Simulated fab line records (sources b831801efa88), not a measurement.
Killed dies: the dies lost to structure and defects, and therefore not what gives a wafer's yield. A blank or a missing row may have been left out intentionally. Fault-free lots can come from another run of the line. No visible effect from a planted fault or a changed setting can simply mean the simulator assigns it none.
Which tool is to blame? :: flow sky130 :: 11 lots, 33 wafers sampled, at 1 step of a route of 708

WHAT THE GAUGES READ, wafer by wafer
SKY_CONTACT_THK_MEAS_01. Usual: CONTACT_CVD_00_THK typically reads 74.7 nm, with standard deviation 1.1.
lot: L274
measured: day 30 09:47
on: film metro-03
CONTACT_CVD_00_THK (nm): 74.0 75.2 75.2
flag: 

lot: L275
measured: day 31 03:34
on: film metro-01
CONTACT_CVD_00_THK (nm): 75.1 75.2 74.6
flag: 

lot: L279
measured: day 32 06:42
on: film metro-01
CONTACT_CVD_00_THK (nm): 73.6 73.6 77.2
flag: 

lot: L280
measured: day 32 14:06
on: film metro-03
CONTACT_CVD_00_THK (nm): 75.2 74.4 75.5
flag: 

lot: L283
measured: day 33 12:27
on: film metro-03
CONTACT_CVD_00_THK (nm): 73.9 72.1 74.0
flag: 

lot: L284
measured: day 33 16:50
on: film metro-01
CONTACT_CVD_00_THK (nm): 74.0 75.7 75.2
flag: 

lot: L289
measured: day 35 19:30
on: film metro-03
CONTACT_CVD_00_THK (nm): 73.2 74.5 75.1
flag: 

lot: L292
measured: day 36 08:32
on: film metro-04
CONTACT_CVD_00_THK (nm): 75.4 74.8 74.0
flag: 

lot: L293
measured: day 36 19:17
on: film metro-01
CONTACT_CVD_00_THK (nm): 74.6 75.8 75.6
flag: 

lot: L295
measured: day 37 04:45
on: film metro-03
CONTACT_CVD_00_THK (nm): 72.7 73.7 74.6
flag: 

lot: L296
measured: day 37 11:29
on: film metro-03
CONTACT_CVD_00_THK (nm): 74.6 75.5 75.1
flag: 

WHAT TOOL EACH LOT RAN ON (gives the tool, then ch and the chambers of the sampled wafers, and finally the start)
The record holds no process step before these readings.

WHAT THE TOOLS THEMSELVES READ (means of the sampled wafers that have a number; where no wafer has one, the mark that the record gives instead)
The record holds no such reading with a usual standard deviation.

THE ANSWER, worked out from the rows above alone
Rule: take the mean of a lot's wafers that have a number; if it is more than 3 standard deviations from the usual mean, the lot is off. A lot without any number at a reading at which 4 lots or more have one is off too. Where the step has rows for the other lots, those lots are counted as sound. The gauges are gone through in route order, then the tools' own readings, and for those a lot's mean is taken as printed above. The first step at which some lot is off is used, and at that step the reading that is off furthest; a lot without a number counts as furthest.
No lot is off at any reading shown: from this, nothing can be told.

WHAT HAD BEEN PUT IN BY THE SIMULATOR
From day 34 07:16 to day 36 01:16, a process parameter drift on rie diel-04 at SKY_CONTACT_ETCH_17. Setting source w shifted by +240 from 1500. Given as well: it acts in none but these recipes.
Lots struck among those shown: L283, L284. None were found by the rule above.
